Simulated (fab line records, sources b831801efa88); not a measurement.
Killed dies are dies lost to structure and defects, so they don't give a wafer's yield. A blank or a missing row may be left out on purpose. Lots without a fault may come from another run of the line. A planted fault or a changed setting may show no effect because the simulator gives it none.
Which tool did it? | flow gf180mcu | 6 lots, 18 wafers sampled, at 3 steps of a route of 602

WHAT THE GAUGES READ, wafer by wafer
GF_V5_THK_MEAS_03.
lot  | measured     | on            | V5_CVD_02_THK (nm)
L342 | day 26 19:34 | film_metro-02 | 1401 1439 1440
L345 | day 27 18:56 | film_metro-04 | 1417 1432 1473
L348 | day 28 20:32 | film_metro-02 | 1411 1454 1462
L352 | day 29 22:06 | film_metro-02 | 1472 1469 1443
L354 | day 30 08:11 | film_metro-04 | 1449 1430 1448
L364 | day 33 00:57 | film_metro-02 | 1474 1490 1461

WHICH TOOL RAN EACH LOT (tool, then ch and the chambers of the sampled wafers, then the start)
lot  | GF_V4_CMP_26                  | GF_MIM_SPUTTER_02
L342 | cmp-02 ch 1,2,3, day 24 23:48 | pvd_sputter-04, day 25 00:14
L345 | cmp-02 ch 1,3, day 26 00:12   | pvd_sputter-03, day 26 00:35
L348 | cmp-02 ch 0,1,3, day 27 03:46 | pvd_sputter-03, day 27 04:11
L352 | cmp-01 ch 0,1,3, day 28 06:52 | pvd_sputter-01, day 28 07:08
L354 | cmp-02 ch 0,1,3, day 28 16:29 | pvd_sputter-04, day 28 16:46
L364 | cmp-01 ch 2,3, day 31 12:49   | pvd_sputter-03, day 31 13:12
- GF_V4_CMP_26: polishes, stops on SiO2, t overpolish 15 s, target thk 0 nm.
- GF_MIM_SPUTTER_02: material AlCu, target thk 450 nm, time 23.9 s.

THE ANSWER, worked out from the rows above alone
Rule: what is usual is taken from the lots themselves. Put in order of their means at a reading, lots are off if they are a third of the lots or fewer, leave a main group of 4 or more, and stand apart from it by a gap of 3 or more times the standard deviation of the main group's means; of several such gaps the widest counts. A main group whose means are all the same, to the digits that the tables above print for the reading, isn't used. A lot without any number at a reading at which 4 lots or more have one is off too. The other lots that the step has rows for count as sound.
No lot is off at any reading shown: from this, nothing can be told.

WHAT THE SIMULATOR HAD PUT IN
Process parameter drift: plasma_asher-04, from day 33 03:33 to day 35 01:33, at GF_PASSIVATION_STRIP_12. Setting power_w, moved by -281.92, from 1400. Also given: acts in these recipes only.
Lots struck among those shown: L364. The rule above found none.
